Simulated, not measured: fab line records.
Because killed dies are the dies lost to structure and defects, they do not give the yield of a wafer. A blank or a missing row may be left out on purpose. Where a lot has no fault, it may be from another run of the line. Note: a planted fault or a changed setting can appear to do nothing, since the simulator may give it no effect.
fab line records / flow gf180mcu
record: lots: 13 wafers: 38 last-day: 34
route steps=602 shown V4@477 V5@551
lots that met no fault: from a run of the same line without faults
start-h: the number of hours between the record's first day and the start of the first shown wafer of the lot / wait-h: how many hours have passed since the lot's step before this one / " unchanged from the row above / L1.1+2: a row that stands for several wafers / - value missing, or start not given / * or withheld: withheld / < > ~ a bound
route shown NAME@n: names a module that has steps shown in the file, with the first one's number in the route / usual: mean/standard deviation taken from wafers without a fault / same: alike in all rows / chamber/n: place in a boat / sites: each site's reading / _std_site: standard deviation across them / _edge_site: the outer-site mean with the inner-site mean subtracted / radius-mm: how far each site lies from the wafer's centre / mask NAME#n: copy n / behind: the tool/chamber that last shaped the wafer / hold: why the lot went on hold/how many hours it stayed there/how the hold came to an end / device: whichever transistor did not switch (one of n, p or np) / end of line: the tests these same wafers got at the end of their route / a step with no rows: only its recipe / killed: count of dies lost to structure and defects at first sort (not the wafer's yield) / map: a wafer's dies, x killed, . not, _ none there
set.NAME: setting as actually run; set.NAME@STEP: the setting as run at that earlier step / model.NAME: the simulator's own value behind a step, which no gauge read
one table for each step of the route and one row for each wafer, over a sample of lots
services: a tool's chamber out of use, with start hour (start-h, from the record's first day; less than 0 if before it), hours out, and reason
== steps ==
step: GF_V4_THK_MEAS_01
recipe: reads: SiO2_of_V4_CVD_00
usual: V4_CVD_00_THK: 601/8.4
lot.wafer=L607.1 tool=film-metro-02 chamber=- start-h=554.43 wait-h=0.0 V4_CVD_00_THK[nm]=585
lot.wafer=L607.3 tool=film-metro-02 chamber=- start-h=554.43 wait-h=0.0 V4_CVD_00_THK[nm]=598
lot.wafer=L607.6 tool=film-metro-02 chamber=- start-h=554.43 wait-h=0.0 V4_CVD_00_THK[nm]=601
lot.wafer=L608.2 tool=film-metro-03 chamber=- start-h=556.29 wait-h=0.0 V4_CVD_00_THK[nm]=610
lot.wafer=L608.3 tool=film-metro-03 chamber=- start-h=556.29 wait-h=0.0 V4_CVD_00_THK[nm]=584
lot.wafer=L608.5 tool=film-metro-03 chamber=- start-h=556.29 wait-h=0.0 V4_CVD_00_THK[nm]=604
lot.wafer=L606.1 tool=film-metro-03 chamber=- start-h=558.50 wait-h=0.0 V4_CVD_00_THK[nm]=599
lot.wafer=L606.4 tool=film-metro-03 chamber=- start-h=558.50 wait-h=0.0 V4_CVD_00_THK[nm]=607
lot.wafer=L606.5 tool=film-metro-03 chamber=- start-h=558.50 wait-h=0.0 V4_CVD_00_THK[nm]=619
lot.wafer=L610.1 tool=film-metro-02 chamber=- start-h=560.91 wait-h=0.0 V4_CVD_00_THK[nm]=598
lot.wafer=L610.3 tool=film-metro-02 chamber=- start-h=560.91 wait-h=0.0 V4_CVD_00_THK[nm]=600
lot.wafer=L610.5 tool=film-metro-02 chamber=- start-h=560.91 wait-h=0.0 V4_CVD_00_THK[nm]=591
lot.wafer=L611.3 tool=film-metro-03 chamber=- start-h=563.22 wait-h=0.1 V4_CVD_00_THK[nm]=593
lot.wafer=L611.4 tool=film-metro-03 chamber=- start-h=563.22 wait-h=0.1 V4_CVD_00_THK[nm]=613
lot.wafer=L611.6 tool=film-metro-03 chamber=- start-h=563.22 wait-h=0.1 V4_CVD_00_THK[nm]=614
lot.wafer=L612.3 tool=film-metro-02 chamber=- start-h=570.15 wait-h=0.1 V4_CVD_00_THK[nm]=602
lot.wafer=L612.4 tool=film-metro-02 chamber=- start-h=570.15 wait-h=0.1 V4_CVD_00_THK[nm]=604
lot.wafer=L612.6 tool=film-metro-02 chamber=- start-h=570.15 wait-h=0.1 V4_CVD_00_THK[nm]=603
lot.wafer=L613.1 tool=film-metro-03 chamber=- start-h=579.52 wait-h=0.0 V4_CVD_00_THK[nm]=592
lot.wafer=L613.3 tool=film-metro-03 chamber=- start-h=579.52 wait-h=0.0 V4_CVD_00_THK[nm]=612
lot.wafer=L613.4 tool=film-metro-03 chamber=- start-h=579.52 wait-h=0.0 V4_CVD_00_THK[nm]=609
lot.wafer=L614.1 tool=film-metro-03 chamber=- start-h=582.98 wait-h=0.0 V4_CVD_00_THK[nm]=589
lot.wafer=L614.2 tool=film-metro-03 chamber=- start-h=582.98 wait-h=0.0 V4_CVD_00_THK[nm]=600
lot.wafer=L614.6 tool=film-metro-03 chamber=- start-h=582.98 wait-h=0.0 V4_CVD_00_THK[nm]=593
lot.wafer=L615.1 tool=film-metro-02 chamber=- start-h=597.23 wait-h=0.0 V4_CVD_00_THK[nm]=587
lot.wafer=L615.3 tool=film-metro-02 chamber=- start-h=597.23 wait-h=0.0 V4_CVD_00_THK[nm]=615
lot.wafer=L625.1 tool=film-metro-03 chamber=- start-h=674.35 wait-h=0.0 V4_CVD_00_THK[nm]=604
lot.wafer=L625.3 tool=film-metro-03 chamber=- start-h=674.35 wait-h=0.0 V4_CVD_00_THK[nm]=609
lot.wafer=L625.6 tool=film-metro-03 chamber=- start-h=674.35 wait-h=0.0 V4_CVD_00_THK[nm]=601
lot.wafer=L626.1 tool=film-metro-02 chamber=- start-h=685.95 wait-h=0.0 V4_CVD_00_THK[nm]=605
lot.wafer=L626.5 tool=film-metro-02 chamber=- start-h=685.95 wait-h=0.0 V4_CVD_00_THK[nm]=602
lot.wafer=L626.6 tool=film-metro-02 chamber=- start-h=685.95 wait-h=0.0 V4_CVD_00_THK[nm]=607
lot.wafer=L627.2 tool=film-metro-03 chamber=- start-h=690.70 wait-h=0.0 V4_CVD_00_THK[nm]=611
lot.wafer=L627.3 tool=film-metro-03 chamber=- start-h=690.70 wait-h=0.0 V4_CVD_00_THK[nm]=590
lot.wafer=L627.4 tool=film-metro-03 chamber=- start-h=690.70 wait-h=0.0 V4_CVD_00_THK[nm]=602
lot.wafer=L628.3 tool=film-metro-03 chamber=- start-h=700.94 wait-h=0.1 V4_CVD_00_THK[nm]=609
lot.wafer=L628.4 tool=film-metro-03 chamber=- start-h=700.94 wait-h=0.1 V4_CVD_00_THK[nm]=604
lot.wafer=L628.5 tool=film-metro-03 chamber=- start-h=700.94 wait-h=0.1 V4_CVD_00_THK[nm]=597
step: GF_V4_STRIP_18
recipe: chemistry: O2/N2 power-w: 1400 pressure-mtorr: 1500 platen-temp-c: 250 o2-flow-sccm: 3000 n2-flow-sccm: 300 overash-fraction: 0.5
usual: drypump-motor-current-A: 5.7/0.47 heater-power-w: 332/41 oes-product-au: 0.593/0.0048
lot.wafer=L607.1 tool=plasma-asher-01 chamber=0 start-h=577.71 wait-h=- drypump-motor-current-A=5.2 heater-power-w=313 oes-product-au=0.592 rf-hours-counter-h=82
lot.wafer=L607.3 tool=plasma-asher-01 chamber=0 start-h=577.71 wait-h=- drypump-motor-current-A=5.2 heater-power-w=316 oes-product-au=0.590 rf-hours-counter-h=-
lot.wafer=L607.6 tool=plasma-asher-01 chamber=1 start-h=577.71 wait-h=- drypump-motor-current-A=5.0 heater-power-w=285 oes-product-au=0.590 rf-hours-counter-h=-
lot.wafer=L608.2 tool=plasma-asher-01 chamber=0 start-h=578.42 wait-h=- drypump-motor-current-A=5.2 heater-power-w=312 oes-product-au=0.597 rf-hours-counter-h=82
lot.wafer=L608.3 tool=plasma-asher-01 chamber=1 start-h=578.42 wait-h=- drypump-motor-current-A=5.0 heater-power-w=291 oes-product-au=0.590 rf-hours-counter-h=-
lot.wafer=L608.5 tool=plasma-asher-01 chamber=0 start-h=578.42 wait-h=- drypump-motor-current-A=5.2 heater-power-w=305 oes-product-au=0.594 rf-hours-counter-h=-
lot.wafer=L606.1 tool=plasma-asher-01 chamber=0 start-h=581.97 wait-h=- drypump-motor-current-A=5.2 heater-power-w=311 oes-product-au=0.593 rf-hours-counter-h=82
lot.wafer=L606.4 tool=plasma-asher-01 chamber=0 start-h=581.97 wait-h=- drypump-motor-current-A=5.2 heater-power-w=310 oes-product-au=0.599 rf-hours-counter-h=-
lot.wafer=L606.5 tool=plasma-asher-01 chamber=0 start-h=581.97 wait-h=- drypump-motor-current-A=5.2 heater-power-w=315 oes-product-au=0.604 rf-hours-counter-h=-
lot.wafer=L610.1 tool=plasma-asher-02 chamber=0 start-h=584.07 wait-h=- drypump-motor-current-A=6.2 heater-power-w=413 oes-product-au=0.588 rf-hours-counter-h=44
lot.wafer=L610.3 tool=plasma-asher-02 chamber=1 start-h=584.07 wait-h=- drypump-motor-current-A=6.0 heater-power-w=322 oes-product-au=0.595 rf-hours-counter-h=-
lot.wafer=L610.5 tool=plasma-asher-02 chamber=1 start-h=584.07 wait-h=- drypump-motor-current-A=6.0 heater-power-w=327 oes-product-au=0.601 rf-hours-counter-h=-
lot.wafer=L611.3 tool=plasma-asher-01 chamber=0 start-h=586.15 wait-h=- drypump-motor-current-A=5.2 heater-power-w=316 oes-product-au=0.592 rf-hours-counter-h=-
lot.wafer=L611.4 tool=plasma-asher-01 chamber=1 start-h=586.15 wait-h=- drypump-motor-current-A=5.0 heater-power-w=298 oes-product-au=0.591 rf-hours-counter-h=-
lot.wafer=L611.6 tool=plasma-asher-01 chamber=1 start-h=586.15 wait-h=- drypump-motor-current-A=5.0 heater-power-w=292 oes-product-au=0.581 rf-hours-counter-h=-
lot.wafer=L612.3 tool=plasma-asher-04 chamber=0 start-h=592.79 wait-h=- drypump-motor-current-A=6.0 heater-power-w=317 oes-product-au=0.590 rf-hours-counter-h=-
lot.wafer=L612.4 tool=plasma-asher-04 chamber=1 start-h=592.79 wait-h=- drypump-motor-current-A=6.0 heater-power-w=333 oes-product-au=0.585 rf-hours-counter-h=-
lot.wafer=L612.6 tool=plasma-asher-04 chamber=0 start-h=592.79 wait-h=- drypump-motor-current-A=6.0 heater-power-w=319 oes-product-au=0.598 rf-hours-counter-h=-
lot.wafer=L613.1 tool=plasma-asher-02 chamber=0 start-h=602.72 wait-h=- drypump-motor-current-A=6.2 heater-power-w=414 oes-product-au=0.590 rf-hours-counter-h=46
lot.wafer=L613.3 tool=plasma-asher-02 chamber=0 start-h=602.72 wait-h=- drypump-motor-current-A=6.2 heater-power-w=431 oes-product-au=0.595 rf-hours-counter-h=-
lot.wafer=L613.4 tool=plasma-asher-02 chamber=1 start-h=602.72 wait-h=- drypump-motor-current-A=6.0 heater-power-w=333 oes-product-au=0.600 rf-hours-counter-h=-
lot.wafer=L614.1 tool=plasma-asher-04 chamber=0 start-h=605.66 wait-h=- drypump-motor-current-A=6.0 heater-power-w=325 oes-product-au=0.592 rf-hours-counter-h=20
lot.wafer=L614.2 tool=plasma-asher-04 chamber=1 start-h=605.66 wait-h=- drypump-motor-current-A=5.9 heater-power-w=328 oes-product-au=0.589 rf-hours-counter-h=20
lot.wafer=L614.6 tool=plasma-asher-04 chamber=0 start-h=605.66 wait-h=- drypump-motor-current-A=6.0 heater-power-w=321 oes-product-au=0.601 rf-hours-counter-h=-
lot.wafer=L615.1 tool=plasma-asher-01 chamber=0 start-h=620.32 wait-h=- drypump-motor-current-A=5.2 heater-power-w=311 oes-product-au=0.588 rf-hours-counter-h=86
lot.wafer=L615.3 tool=plasma-asher-01 chamber=1 start-h=620.32 wait-h=- drypump-motor-current-A=4.9 heater-power-w=292 oes-product-au=0.589 rf-hours-counter-h=-
lot.wafer=L625.1 tool=plasma-asher-04 chamber=0 start-h=695.91 wait-h=- drypump-motor-current-A=6.0 heater-power-w=305 oes-product-au=0.589 rf-hours-counter-h=29
lot.wafer=L625.3 tool=plasma-asher-04 chamber=1 start-h=695.91 wait-h=- drypump-motor-current-A=6.0 heater-power-w=327 oes-product-au=0.590 rf-hours-counter-h=-
lot.wafer=L625.6 tool=plasma-asher-04 chamber=0 start-h=695.91 wait-h=- drypump-motor-current-A=6.0 heater-power-w=312 oes-product-au=0.590 rf-hours-counter-h=-
lot.wafer=L626.1 tool=plasma-asher-04 chamber=1 start-h=706.28 wait-h=- drypump-motor-current-A=6.0 heater-power-w=317 oes-product-au=0.593 rf-hours-counter-h=30
lot.wafer=L626.5 tool=plasma-asher-04 chamber=0 start-h=706.28 wait-h=- drypump-motor-current-A=6.0 heater-power-w=315 oes-product-au=0.599 rf-hours-counter-h=-
lot.wafer=L626.6 tool=plasma-asher-04 chamber=1 start-h=706.28 wait-h=- drypump-motor-current-A=6.0 heater-power-w=314 oes-product-au=0.599 rf-hours-counter-h=-
lot.wafer=L627.2 tool=plasma-asher-04 chamber=1 start-h=710.06 wait-h=- drypump-motor-current-A=6.0 heater-power-w=320 oes-product-au=0.593 rf-hours-counter-h=31
lot.wafer=L627.3 tool=plasma-asher-04 chamber=0 start-h=710.06 wait-h=- drypump-motor-current-A=6.0 heater-power-w=313 oes-product-au=0.590 rf-hours-counter-h=-
lot.wafer=L627.4 tool=plasma-asher-04 chamber=1 start-h=710.06 wait-h=- drypump-motor-current-A=6.0 heater-power-w=324 oes-product-au=0.597 rf-hours-counter-h=-
lot.wafer=L628.3 tool=plasma-asher-02 chamber=1 start-h=719.83 wait-h=- drypump-motor-current-A=6.0 heater-power-w=331 oes-product-au=0.604 rf-hours-counter-h=-
lot.wafer=L628.4 tool=plasma-asher-02 chamber=0 start-h=719.83 wait-h=- drypump-motor-current-A=6.2 heater-power-w=421 oes-product-au=0.591 rf-hours-counter-h=-
lot.wafer=L628.5 tool=plasma-asher-02 chamber=1 start-h=719.83 wait-h=- drypump-motor-current-A=6.0 heater-power-w=333 oes-product-au=0.599 rf-hours-counter-h=-
step: GF_V4_CVD_23
recipe: material: W target-thk-nm: 350 time-s: 104.9 temp-c: 400 pressure-torr: 40
usual: heater-power-w: 887/89
lot.wafer=L607.1 tool=cvd-w-01 chamber=1 start-h=578.34 wait-h=0.0 heater-power-w=812
lot.wafer=L607.3 tool=cvd-w-01 chamber=1 start-h=578.34 wait-h=0.0 heater-power-w=845
lot.wafer=L607.6 tool=cvd-w-01 chamber=0 start-h=578.34 wait-h=0.0 heater-power-w=1020
lot.wafer=L608.2 tool=cvd-w-02 chamber=1 start-h=579.05 wait-h=0.0 heater-power-w=807
lot.wafer=L608.3 tool=cvd-w-02 chamber=1 start-h=579.05 wait-h=0.0 heater-power-w=815
lot.wafer=L608.5 tool=cvd-w-02 chamber=0 start-h=579.05 wait-h=0.0 heater-power-w=915
lot.wafer=L606.1 tool=cvd-w-02 chamber=1 start-h=582.60 wait-h=0.0 heater-power-w=783
lot.wafer=L606.4 tool=cvd-w-02 chamber=0 start-h=582.60 wait-h=0.0 heater-power-w=911
lot.wafer=L606.5 tool=cvd-w-02 chamber=1 start-h=582.60 wait-h=0.0 heater-power-w=783
lot.wafer=L610.1 tool=cvd-w-02 chamber=0 start-h=584.70 wait-h=0.0 heater-power-w=909
lot.wafer=L610.3 tool=cvd-w-02 chamber=1 start-h=584.70 wait-h=0.0 heater-power-w=787
lot.wafer=L610.5 tool=cvd-w-02 chamber=0 start-h=584.70 wait-h=0.0 heater-power-w=891
lot.wafer=L611.3 tool=cvd-w-02 chamber=1 start-h=586.82 wait-h=0.1 heater-power-w=808
lot.wafer=L611.4 tool=cvd-w-02 chamber=0 start-h=586.82 wait-h=0.1 heater-power-w=908
lot.wafer=L611.6 tool=cvd-w-02 chamber=1 start-h=586.82 wait-h=0.1 heater-power-w=782
lot.wafer=L612.3 tool=cvd-w-01 chamber=1 start-h=593.44 wait-h=0.1 heater-power-w=825
lot.wafer=L612.4 tool=cvd-w-01 chamber=0 start-h=593.44 wait-h=0.1 heater-power-w=1024
lot.wafer=L612.6 tool=cvd-w-01 chamber=0 start-h=593.44 wait-h=0.1 heater-power-w=1014
lot.wafer=L613.1 tool=cvd-w-02 chamber=0 start-h=603.38 wait-h=0.0 heater-power-w=911
lot.wafer=L613.3 tool=cvd-w-02 chamber=0 start-h=603.38 wait-h=0.0 heater-power-w=916
lot.wafer=L613.4 tool=cvd-w-02 chamber=1 start-h=603.38 wait-h=0.0 heater-power-w=814
lot.wafer=L614.1 tool=cvd-w-02 chamber=1 start-h=606.29 wait-h=0.0 heater-power-w=782
lot.wafer=L614.2 tool=cvd-w-02 chamber=0 start-h=606.29 wait-h=0.0 heater-power-w=892
lot.wafer=L614.6 tool=cvd-w-02 chamber=0 start-h=606.29 wait-h=0.0 heater-power-w=901
lot.wafer=L615.1 tool=cvd-w-01 chamber=1 start-h=620.96 wait-h=0.0 heater-power-w=831
lot.wafer=L615.3 tool=cvd-w-01 chamber=0 start-h=620.96 wait-h=0.0 heater-power-w=1037
lot.wafer=L625.1 tool=cvd-w-01 chamber=0 start-h=696.55 wait-h=0.0 heater-power-w=1022
lot.wafer=L625.3 tool=cvd-w-01 chamber=0 start-h=696.55 wait-h=0.0 heater-power-w=1023
lot.wafer=L625.6 tool=cvd-w-01 chamber=1 start-h=696.55 wait-h=0.0 heater-power-w=830
lot.wafer=L626.1 tool=cvd-w-01 chamber=1 start-h=706.91 wait-h=0.0 heater-power-w=811
lot.wafer=L626.5 tool=cvd-w-01 chamber=1 start-h=706.91 wait-h=0.0 heater-power-w=825
lot.wafer=L626.6 tool=cvd-w-01 chamber=0 start-h=706.91 wait-h=0.0 heater-power-w=1022
lot.wafer=L627.2 tool=cvd-w-01 chamber=1 start-h=710.71 wait-h=0.0 heater-power-w=825
lot.wafer=L627.3 tool=cvd-w-01 chamber=0 start-h=710.71 wait-h=0.0 heater-power-w=1055
lot.wafer=L627.4 tool=cvd-w-01 chamber=1 start-h=710.71 wait-h=0.0 heater-power-w=827
lot.wafer=L628.3 tool=cvd-w-01 chamber=1 start-h=720.50 wait-h=0.1 heater-power-w=827
lot.wafer=L628.4 tool=cvd-w-01 chamber=0 start-h=720.50 wait-h=0.1 heater-power-w=1000
lot.wafer=L628.5 tool=cvd-w-01 chamber=0 start-h=720.50 wait-h=0.1 heater-power-w=1011
step: GF_V5_EXPOSE_11
recipe: mask-id: Via5 target-cd-nm: 260 na: 0.68 source-shape: conventional sigma-outer: 0.6 dose-mj: 38
lot.wafer=L607.1+3+6 tool=krf-scanner-01 chamber=0 start-h=636.23 wait-h=- mask=Via5#0
lot.wafer=L608.2+3+5 tool=krf-scanner-01 chamber=0 start-h=637.95 wait-h=- mask=Via5#0
lot.wafer=L606.1+4+5 tool=krf-scanner-02 chamber=0 start-h=641.50 wait-h=- mask=Via5#0
lot.wafer=L610.1+3+5 tool=krf-scanner-01 chamber=0 start-h=644.12 wait-h=- mask=Via5#0
lot.wafer=L611.3+4+6 tool=krf-scanner-02 chamber=0 start-h=645.04 wait-h=- mask=Via5#0
lot.wafer=L612.3+4+6 tool=krf-scanner-01 chamber=0 start-h=650.45 wait-h=- mask=Via5#0
lot.wafer=L613.1+3+4 tool=krf-scanner-01 chamber=0 start-h=660.53 wait-h=- mask=Via5#0
lot.wafer=L614.1+2+6 tool=krf-scanner-02 chamber=0 start-h=663.56 wait-h=- mask=Via5#0
lot.wafer=L615.1+3 tool=krf-scanner-01 chamber=0 start-h=677.75 wait-h=- mask=Via5#0
lot.wafer=L625.1+3+6 tool=krf-scanner-01 chamber=0 start-h=743.71 wait-h=- mask=Via5#0
lot.wafer=L626.1+5+6 tool=krf-scanner-01 chamber=0 start-h=752.12 wait-h=- mask=Via5#0
lot.wafer=L627.2+3+4 tool=krf-scanner-01 chamber=0 start-h=756.25 wait-h=- mask=Via5#0
lot.wafer=L628.3+4+5 tool=krf-scanner-01 chamber=0 start-h=763.42 wait-h=- mask=Via5#0
step: GF_V5_CD_MEAS_14
recipe: target-cd-nm: 260
usual: cd-nm: 260.4/1.4
lot.wafer=L607.1 tool=cd-sem-01 chamber=- start-h=647.53 wait-h=0.1 cd-nm=261.3
lot.wafer=L607.3 tool=cd-sem-01 chamber=- start-h=647.53 wait-h=0.1 cd-nm=261.4
lot.wafer=L607.6 tool=cd-sem-01 chamber=- start-h=647.53 wait-h=0.1 cd-nm=260.9
lot.wafer=L608.2 tool=cd-sem-01 chamber=- start-h=649.15 wait-h=0.1 cd-nm=261.5
lot.wafer=L608.3 tool=cd-sem-01 chamber=- start-h=649.15 wait-h=0.1 cd-nm=262.0
lot.wafer=L608.5 tool=cd-sem-01 chamber=- start-h=649.15 wait-h=0.1 cd-nm=262.0
lot.wafer=L606.1 tool=cd-sem-02 chamber=- start-h=651.88 wait-h=0.1 cd-nm=261.6
lot.wafer=L606.4 tool=cd-sem-02 chamber=- start-h=651.88 wait-h=0.1 cd-nm=260.5
lot.wafer=L606.5 tool=cd-sem-02 chamber=- start-h=651.88 wait-h=0.1 cd-nm=261.1
lot.wafer=L610.1 tool=cd-sem-02 chamber=- start-h=654.38 wait-h=0.1 cd-nm=260.2
lot.wafer=L610.3 tool=cd-sem-02 chamber=- start-h=654.38 wait-h=0.1 cd-nm=260.7
lot.wafer=L610.5 tool=cd-sem-02 chamber=- start-h=654.38 wait-h=0.1 cd-nm=260.0
lot.wafer=L611.3 tool=cd-sem-02 chamber=- start-h=655.17 wait-h=0.1 cd-nm=259.2
lot.wafer=L611.4 tool=cd-sem-02 chamber=- start-h=655.17 wait-h=0.1 cd-nm=260.3
lot.wafer=L611.6 tool=cd-sem-02 chamber=- start-h=655.17 wait-h=0.1 cd-nm=259.4
lot.wafer=L612.3 tool=cd-sem-02 chamber=- start-h=660.47 wait-h=0.1 cd-nm=261.3
lot.wafer=L612.4 tool=cd-sem-02 chamber=- start-h=660.47 wait-h=0.1 cd-nm=259.7
lot.wafer=L612.6 tool=cd-sem-02 chamber=- start-h=660.47 wait-h=0.1 cd-nm=259.8
lot.wafer=L613.1 tool=cd-sem-01 chamber=- start-h=670.98 wait-h=0.1 cd-nm=258.5
lot.wafer=L613.3 tool=cd-sem-01 chamber=- start-h=670.98 wait-h=0.1 cd-nm=276.6
lot.wafer=L613.4 tool=cd-sem-01 chamber=- start-h=670.98 wait-h=0.1 cd-nm=258.2
lot.wafer=L614.1 tool=cd-sem-02 chamber=- start-h=674.38 wait-h=0.1 cd-nm=260.9
lot.wafer=L614.2 tool=cd-sem-02 chamber=- start-h=674.38 wait-h=0.1 cd-nm=259.1
lot.wafer=L614.6 tool=cd-sem-02 chamber=- start-h=674.38 wait-h=0.1 cd-nm=260.9
lot.wafer=L615.1 tool=cd-sem-02 chamber=- start-h=688.35 wait-h=0.2 cd-nm=260.9
lot.wafer=L615.3 tool=cd-sem-02 chamber=- start-h=688.35 wait-h=0.2 cd-nm=278.6
lot.wafer=L625.1 tool=cd-sem-02 chamber=- start-h=751.73 wait-h=0.1 cd-nm=258.1
lot.wafer=L625.3 tool=cd-sem-02 chamber=- start-h=751.73 wait-h=0.1 cd-nm=258.3
lot.wafer=L625.6 tool=cd-sem-02 chamber=- start-h=751.73 wait-h=0.1 cd-nm=257.4
lot.wafer=L626.1 tool=cd-sem-01 chamber=- start-h=759.72 wait-h=0.1 cd-nm=258.3
lot.wafer=L626.5 tool=cd-sem-01 chamber=- start-h=759.72 wait-h=0.1 cd-nm=258.8
lot.wafer=L626.6 tool=cd-sem-01 chamber=- start-h=759.72 wait-h=0.1 cd-nm=258.5
lot.wafer=L627.2 tool=cd-sem-01 chamber=- start-h=764.70 wait-h=0.1 cd-nm=258.9
lot.wafer=L627.3 tool=cd-sem-01 chamber=- start-h=764.70 wait-h=0.1 cd-nm=259.7
lot.wafer=L627.4 tool=cd-sem-01 chamber=- start-h=764.70 wait-h=0.1 cd-nm=259.0
lot.wafer=L628.3 tool=cd-sem-02 chamber=- start-h=771.46 wait-h=0.1 cd-nm=262.2
lot.wafer=L628.4 tool=cd-sem-02 chamber=- start-h=771.46 wait-h=0.1 cd-nm=262.8
lot.wafer=L628.5 tool=cd-sem-02 chamber=- start-h=771.46 wait-h=0.1 cd-nm=261.4
== services ==
tool=krf-scanner-01 chamber=- start-h=559.22 hours=0.8 kind=pm
tool=krf-scanner-02 chamber=- start-h=584.97 hours=1.9 kind=repair
tool=plasma-asher-02 chamber=- start-h=605.57 hours=2.5 kind=repair
tool=plasma-asher-01 chamber=- start-h=609.81 hours=0.4 kind=repair
tool=krf-scanner-02 chamber=- start-h=626.54 hours=0.8 kind=pm
tool=plasma-asher-04 chamber=- start-h=626.95 hours=0.8 kind=repair
tool=krf-scanner-01 chamber=0 start-h=629.35 hours=- kind=calibration
tool=cvd-w-01 chamber=- start-h=630.45 hours=28.1 kind=pm
tool=krf-scanner-02 chamber=- start-h=639.78 hours=1.3 kind=pm
tool=krf-scanner-02 chamber=- start-h=643.71 hours=1.0 kind=pm
tool=cvd-w-01 chamber=1 start-h=674.56 hours=2.1 kind=repair
tool=krf-scanner-01 chamber=- start-h=681.30 hours=1.3 kind=pm
tool=krf-scanner-02 chamber=- start-h=692.99 hours=0.4 kind=repair
tool=krf-scanner-01 chamber=- start-h=704.35 hours=1.0 kind=pm
tool=plasma-asher-01 chamber=- start-h=710.91 hours=4.3 kind=pm
tool=krf-scanner-02 chamber=0 start-h=716.09 hours=- kind=calibration
tool=krf-scanner-01 chamber=- start-h=728.10 hours=0.8 kind=pm
tool=cvd-w-02 chamber=- start-h=737.62 hours=4.3 kind=pm
tool=krf-scanner-02 chamber=- start-h=753.41 hours=7.2 kind=pm
== key ==
first-sign: step: GF_V5_CD_MEAS_14 reading: cd-nm direction: up sigmas: 13 usual: 260.4 struck: 277.6
effect none on later readings
met-at GF_V5_EXPOSE_11
struck-lots L613,L615
struck-wafers L613.3,L615.3
not-acting-at GF_V4_THK_MEAS_01,GF_V4_STRIP_18,GF_V4_CVD_23
onset-between 650.45 660.53
fault: kind: process-parameter-drift tool: krf-scanner-01 chamber: - onset-h: 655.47 steps: GF_V5_EXPOSE_11 channel: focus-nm offset: 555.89 shape: step end-h: 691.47 scope: struck-wafers-only
